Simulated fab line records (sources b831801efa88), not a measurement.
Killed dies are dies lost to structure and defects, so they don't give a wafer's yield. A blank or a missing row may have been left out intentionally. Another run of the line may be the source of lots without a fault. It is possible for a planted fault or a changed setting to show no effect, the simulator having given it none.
The tool behind it: which one? | flow gf180mcu | route of 602 steps, sampled at 1 step: 7 lots, 21 wafers

## WHAT EACH GAUGE READ, for each wafer
GF_MVPSD_TW_MEAS_11.
lot  | measured     | on            | MVPSD_TW
L431 | day 5 16:36  | film metro-04 | 551.4 550.5 553.6
L433 | day 6 08:20  | film metro-01 | 543.1 548.1 545.3
L440 | day 8 01:31  | film metro-03 | 549.9 550.2 551.2
L442 | day 8 14:22  | film metro-01 | 549.1 546.3 551.4
L444 | day 9 00:22  | film metro-01 | 550.8 545.8 547.7
L446 | day 9 12:00  | film metro-01 | 544.2 544.8 545.4
L451 | day 10 19:49 | film metro-04 | 552.0 552.5 552.6

## WHAT TOOL EACH LOT RAN ON (gives the tool, then ch and the chambers of the sampled wafers, and finally the start)
The record shows no process step preceding these readings.

## THE ANSWER, worked out from the rows above alone
Rule: usual is defined by the lots themselves. The widest of any qualifying gaps counts: lots, ordered by their means at a reading, are off when they make up no more than a third of the lots, leave a main group of 4 or more, and stand apart from it by 3 or more times the standard deviation of that group's means. A main group whose means are all the same, to the digits that the tables above print for the reading, isn't used. A lot without any number at a reading at which 4 lots or more have one is off too. The other lots that the step has rows for count as sound.
None of the lots is off at any reading shown; this tells nothing.

## WHAT HAD BEEN PUT IN BY THE SIMULATOR
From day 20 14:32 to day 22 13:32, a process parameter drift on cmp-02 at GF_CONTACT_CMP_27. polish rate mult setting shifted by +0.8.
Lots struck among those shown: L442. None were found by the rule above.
